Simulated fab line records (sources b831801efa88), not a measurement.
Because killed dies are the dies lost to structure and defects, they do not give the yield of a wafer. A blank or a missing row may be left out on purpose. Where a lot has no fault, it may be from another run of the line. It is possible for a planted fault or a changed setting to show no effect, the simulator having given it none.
A struck lot beside a sound one / flow sfq line / 20 out of 325 route steps
Sound: these wafers, L980.4, L980.5, L980.6. Struck: wafer L996.6 (L996.1, L996.4, from the same lot, were not struck and are left out); the cause is given at the end.
For every step that has rows: the tool of each side, followed by ch and its chambers, followed by its first start. Under that, the readings that differ: sound wafers / struck wafers / difference of the means / sigmas: that difference in standard deviations of wafers without a fault.
alike: readings whose means differ by less than 2 such deviations, and words and numbers that are the same on both sides. not compared: withheld readings, readings that some wafer has no value for, bounds like >300 that may hide the same value, and numbers for which the record gives no deviation and whose values overlap.
A row with sigmas, a row that says differs or no value, or rows on one side alone: a step with any of these is where the two part. Numbers that have no deviation but don't overlap get no sigmas and don't part them. A reading that every wafer of one side lacks parts them only if that side has two wafers or more.

first, 5 steps without rows for these wafers: SFQ_TRILAYER_R5_LITHO_COAT_136 (resist thk 600 nm); SFQ_TRILAYER_R5_LITHO_SOFTBAKE_140; SFQ_TRILAYER_R5_LITHO_EXPOSE_137 (exposes mask R5, target cd 500 nm); SFQ_TRILAYER_R5_LITHO_PEB_139 (peb time 60 s); SFQ_TRILAYER_R5_LITHO_DEVELOP_138 (time 60 s).
SFQ_R5_OVL_MEAS_935:
  struck on overlay-01, day 62 08:47; sound on overlay-01, day 58 00:13
  alike: R5_OVL
SFQ_TRILAYER_R5_BARC_OPEN_METAL_ETCH_177: etches BARC in O2, target depth 125 nm, time 41.7 s.
  sound on rie metal-02 ch 0,1, day 58 00:16; struck on rie metal-02 ch 0, day 62 08:49
  alike: drypump motor current A, oes product au
  not compared: rf hours counter h
SFQ_TRILAYER_R5_ETCH_METAL_ETCH_139: etches the open film in Cl2, stops on SiO2, target depth 60 nm, time 40 s.
  sound on rie metal-02 ch 0,1, day 58 00:19; struck on rie metal-02 ch 0, day 62 08:52
  alike: drypump motor current A, oes product au
  not compared: rf hours counter h
SFQ_TRILAYER_R5_STRIP_STRIP_140: strips in O2.
  sound on rie metal-02 ch 0,1, day 58 00:34; struck on rie metal-02 ch 0, day 62 08:56
  alike: drypump motor current A, oes product au
  not compared: rf hours counter h
then, 1 step without rows for these wafers: SFQ_TRILAYER_R5_STRIP_SOLV_CLEAN_141 (cleans in NMP, time 600 s).
SFQ_TRILAYER_A5C_DEP_PECVD_142: deposits SiO2 from SiH4/N2O, time 15.556 s, target thk 70 nm.
  sound on pecvd-02 ch 0,1,2, day 58 01:08; struck on pecvd-02 ch 2, day 62 09:43
  alike: heater power outer w, heater power w, throttle valve pct
then, 1 step without rows for these wafers: SFQ_TRILAYER_I5_LITHO_COAT_149 (resist thk 62 nm).
SFQ_TRILAYER_I5_LITHO_COAT_144: resist thk 650 nm.
  sound on litho track-01 ch 0, day 58 01:37; struck on litho track-01 ch 0, day 62 10:02
reading=model.KrF_of_TRILAYER_I5_LITHO_COAT_144.thk nm (nm); sound=650.8 652.5 650.4; struck=595.9; difference=-55.3; sigmas=
then, 4 steps without rows for these wafers: SFQ_TRILAYER_I5_LITHO_SOFTBAKE_148; SFQ_TRILAYER_I5_LITHO_EXPOSE_145 (exposes mask I5, target cd 700 nm); SFQ_TRILAYER_I5_LITHO_PEB_147 (peb time 60 s); SFQ_TRILAYER_I5_LITHO_DEVELOP_146 (time 60 s).
-- the record jumps here: 4 days lie between the struck wafers' starts before and after --
SFQ_I5_OVL_MEAS_936:
  struck on overlay-01, day 66 21:45; sound on overlay-02, day 63 07:36
  alike: I5_OVL
SFQ_TRILAYER_I5_BARC_OPEN_VIA_ETCH_200: etches BARC in O2, target depth 125 nm, time 41.7 s.
  sound on rie diel-04 ch 0,2,3, day 63 07:37; struck on rie diel-04 ch 0, day 66 21:47
reading=model.KrF_of_TRILAYER_I5_LITHO_COAT_144.thk nm (nm); sound=573.7 576.9 572.3; struck=520.4; difference=-53.9; sigmas=
  alike: drypump motor current A, oes product au
  not compared: rf hours counter h
SFQ_TRILAYER_I5_ETCH_VIA_ETCH_147: etches the open film in CHF3, stops on Nb, target depth 360 nm.
  sound on rie diel-04 ch 0,2,3, day 63 07:39; struck on rie diel-04 ch 0, day 66 21:50
  alike: drypump motor current A, oes product au

== WHERE THEY PART ==
Nowhere in this record.

WHY: the cause the simulator had injected
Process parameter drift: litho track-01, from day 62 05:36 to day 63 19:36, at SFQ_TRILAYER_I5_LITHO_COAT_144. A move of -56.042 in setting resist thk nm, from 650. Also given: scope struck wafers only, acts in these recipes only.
